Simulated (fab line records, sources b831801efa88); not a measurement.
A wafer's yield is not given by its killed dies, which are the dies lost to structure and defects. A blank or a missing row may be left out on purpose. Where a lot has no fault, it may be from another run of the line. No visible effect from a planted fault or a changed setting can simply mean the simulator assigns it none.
Comparing a struck lot with a sound one ; flow sky130 ; 14 steps out of a route of 708
Sound: these wafers, L563.3, L563.4, L563.5. Wafers struck: L556.2, L556.4, L556.5. Last of all comes the cause.
Per side, at each step with rows, come the tool, then ch with its chambers, and then its first start. Under that, the readings that differ: sound wafers ; struck wafers ; difference of the means ; sigmas: that difference in standard deviations of wafers without a fault.
alike: readings with means less than 2 such deviations apart, plus words and numbers identical on both sides. not compared: withheld readings, readings lacking a value on some wafer, bounds such as >300 that could conceal the same value, and numbers that have no deviation in the record and whose values overlap.
The two part at a step that has a row with sigmas, a row that says differs or no value, or rows on one side only. Numbers that don't overlap but have no deviation are shown without sigmas and don't part them. A reading that every wafer of one side lacks parts them only if that side has two wafers or more.

first, 1 step without rows for these wafers: SKY_VIA4_DEVELOP_10 (develop time 60 s).
SKY_VIA4_OVL_MEAS_11:
  sound on overlay-02 at day 47 09:14; struck on overlay-02 at day 45 10:22
  alike: VIA4_OVL
SKY_VIA4_ETCH_12: etches SiO2 in C4F8/O2/Ar, stops on TiN, target depth 580 nm.
  sound on rieDiel-02 ch 0,1, day 47 09:15; struck on rieDiel-04 ch 0,3, day 45 10:23
  alike: oesProductAu
SKY_VIA4_STRIP_13: strips in O2/N2.
  sound on plasmaAsher-04 ch 0,1, day 47 09:22; struck on plasmaAsher-04 ch 0,1, day 45 10:28
  alike: drypumpMotorCurrentA, oesProductAu, stripTimeToEndpointS
  not compared: rfHoursCounterH
then, 3 steps without rows for these wafers: SKY_VIA4_STRIP_14 (strips in post etch residue remover, time 1200 s); SKY_VIA4_CLEAN_15 (cleans in IPA, time 180 s); SKY_VIA4_CLEAN_16 (cleans in O3/DIW).
SKY_VIA4_SPUTTER_17: material TiN, target thk 20 nm, time 80 s.
  sound on pvdSputter-03 at day 47 09:55; struck on pvdSputter-02 at day 45 11:04
  alike: cathodeDcPowerW, throttleValvePct
SKY_VIA4_CVD_18: deposits W, target thk 505 nm, time 152.14 s.
  sound on cvdW-02 ch 0,1, day 47 10:02; struck on cvdW-01 ch 0,1, day 45 11:07
  alike: heaterPowerW
SKY_VIA4_RS_MEAS_19: uses a four-point probe to measure.
  sound on filmMetro-04 at day 47 10:10; struck on filmMetro-03 at day 45 11:17
  alike: VIA4_W_RS
SKY_VIA4_THK_MEAS_20: measures by xrf.
  sound on filmMetro-04 at day 47 10:16; struck on filmMetro-03 at day 45 11:24
  alike: VIA4_W_THK
then, 1 step without rows for these wafers: SKY_VIA4_CMP_21 (polishes, stops on SiO2, t overpolish 25 s, target thk 0 nm).
SKY_METAL5_SPUTTER_00: material Ti, target thk 15 nm, time 10 s.
  sound on pvdSputter-01 at day 47 10:44; struck on pvdSputter-04 at day 45 11:45
reading;sound;struck;difference;sigmas
model.Ti_of_METAL5_SPUTTER_00.thkNm (nm);14.86 15.01 15.09;25.7 25.65 25.7;+10.7;
  alike: cathodeDcPowerW, throttleValvePct
SKY_METAL5_SPUTTER_01: material TiN, target thk 20 nm, time 16.7 s.
  sound on pvdSputter-01 at day 47 10:45; struck on pvdSputter-04 at day 45 11:46
  alike: cathodeDcPowerW, throttleValvePct

WHERE THEY PART
Nowhere in this record.

WHY: what had been put in by the simulator
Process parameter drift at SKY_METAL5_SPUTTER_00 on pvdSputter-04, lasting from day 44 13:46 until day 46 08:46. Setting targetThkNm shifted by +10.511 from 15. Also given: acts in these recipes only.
